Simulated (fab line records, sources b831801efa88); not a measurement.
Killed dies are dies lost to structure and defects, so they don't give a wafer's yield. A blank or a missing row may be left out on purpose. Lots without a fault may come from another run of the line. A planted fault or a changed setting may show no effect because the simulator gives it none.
A struck lot beside a sound one | flow sky130 | 17 steps out of a route of 708
Sound: wafers L358.3, L358.4, L358.6. Struck: wafers L362.1, L362.5, L362.6. The cause comes at the end.
At each step with rows: each side's tool, then ch and its chambers, then its first start. Under that, the readings that differ: sound wafers | struck wafers | difference of the means | sigmas: that difference in standard deviations of wafers without a fault.
alike: readings whose means differ by less than 2 such deviations, and words and numbers that are the same on both sides. not compared: withheld readings, readings that some wafer has no value for, bounds like >300 that may hide the same value, and numbers for which the record gives no deviation and whose values overlap.
The two part at a step that has a row with sigmas, a row that says differs or no value, or rows on one side only. Numbers that don't overlap but have no deviation are shown without sigmas and don't part them. A reading that every wafer of one side lacks parts them only if that side has two wafers or more.

SKY_GATE_OXIDE_TW_MEAS_14:
  sound on film_metro-01, day 14 20:46; struck on film_metro-01, day 16 03:39
  alike: GATE_OXIDE_TW
then, 3 steps without rows for these wafers: SKY_GATE_OXIDE_CLEAN_15 (cleans in SC1/SC2, time 150 s); SKY_GATE_OXIDE_OXIDATION_16 (stabilise 600 s, purge 300 s, target thk 3.57 nm); SKY_POLY_GATE_CVD_00 (deposits poly-Si, target thk 180 nm, time 720 s).
SKY_POLY_GATE_THK_MEAS_01:
  sound on film_metro-01, day 14 23:44; struck on film_metro-01, day 16 08:54
  alike: POLY_GATE_CVD_00_THK
then, 7 steps without rows for these wafers: SKY_RES_PROTECT_DEHYDRATE_00 (time 60 s); SKY_RES_PROTECT_HMDS_01 (prime time 60 s); SKY_RES_PROTECT_COAT_02 (resist thk 1140 nm); SKY_RES_PROTECT_SOFTBAKE_03 (time 60 s); SKY_RES_PROTECT_EXPOSE_04 (exposes mask RPM, target cd 1270 nm); SKY_RES_PROTECT_PEB_05; SKY_RES_PROTECT_DEVELOP_06 (develop time 60 s).
SKY_POLY_GATE_IMPLANT_02:
  sound on implanter-04 ch 0, day 16 02:59; struck on implanter-04 ch 0, day 17 12:59
  reading                          | sound                        | struck                        | difference | sigmas
  beam_on_s (s)                    | 39.4 38.1 36.5               | 13.6 14.3 14.2                | -24.0      | -24
  dose_ions_cm2                    | 7.716e+15 7.72e+15 7.692e+15 | 2.886e+15 2.905e+15 2.889e+15 | -4.816e+15 | -99 or more
  end_station_pressure_torr (Torr) | 9.9e-06 1.13e-05 9.8e-06     | 1.34e-05 1.21e-05 1.36e-05    | +2.70e-06  | +5
SKY_RES_PROTECT_STRIP_07: strips in O2/N2.
  sound on plasma_asher-04 ch 0,1, day 16 03:07; struck on plasma_asher-01 ch 0,1, day 17 13:08
  reading                      | sound             | struck            | difference | sigmas
  drypump_motor_current_A (A)  | 6.24 6.11 6.22    | 5.52 5.81 5.48    | -0.59      | -2
  oes_product_au (a.u.)        | 0.517 0.518 0.517 | 0.576 0.578 0.571 | +0.058     | +14
  strip_time_to_endpoint_s (s) | 23.30 23.28 23.30 | 19.45 19.45 19.39 | -3.86      | -99 or more
  not compared: rf_hours_counter_h
SKY_RES_PROTECT_TW_MEAS_08:
  sound on film_metro-02, day 16 03:13; struck on film_metro-04, day 17 13:14
  reading      | sound          | struck         | difference | sigmas
  POLY_GATE_TW | 4014 4008 4011 | 3705 3708 3721 | -300       | -7
then, 1 step without rows for these wafers: SKY_RES_PROTECT_CLEAN_09 (cleans in SC1/SC2, time 150 s).
-- the record jumps here: 30 days lie between the struck wafers' starts before and after (it left off in module RES_PROTECT and takes up again in module PAD_OPEN, whose first step shown is number 708 of the route) --
SKY_PAD_OPEN_PROBE_99:
  sound on prober-02, day 46 13:46; struck on prober-02, day 47 16:49
  reading                                   | sound             | struck            | difference | sigmas
  model.etest.res_poly.line_ohm_um          | 482.2 517.7 486.2 | 1550 1494 1507    | +1022      |
  model.etest.licon_poly.rc_ohm             | 152.8 156.4 154.3 | 969.9 943.6 971.7 | +807.2     |
  model.etest.res_poly.rs_ohm_sq            | 47.83 48.15 47.23 | 144.8 144.7 143.1 | +96.5      |
  model.etest.nfet_01v8_swapped.drive_ua_um | 501.3 518.8 492.8 | 486.5 480.4 475.3 | -23.6      |
  model.etest.nfet_01v8_turned.drive_ua_um  | 499.8 516.7 496.1 | 488.4 475.7 475.4 | -24.4      |
  model.etest.nfet_01v8_lvt.drive_ua_um     | 568 588.3 561.7   | 560.6 549.4 541.8 | -22.1      |
  model.etest.nfet_01v8.drive_ua_um         | 500.9 513.2 493.4 | 484.8 478.2 469.4 | -25.0      |
  alike: killed_at_M0_to_M3, killed_at_M4_up, killed_at_contacts, killed_at_front_end, killed_at_other, killed_dies, killed_open, killed_short
  not compared: model.etest.nfet_01v8.r_on_ohm_um

WHERE THEY PART
First at SKY_POLY_GATE_IMPLANT_02; last, within this record, at SKY_RES_PROTECT_TW_MEAS_08. Later steps at which nothing parts them and some readings are alike: SKY_PAD_OPEN_PROBE_99.

WHY: what the simulator had put in
Process parameter drift: implanter-04, from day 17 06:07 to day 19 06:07, at SKY_POLY_GATE_IMPLANT_02. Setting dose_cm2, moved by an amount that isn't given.
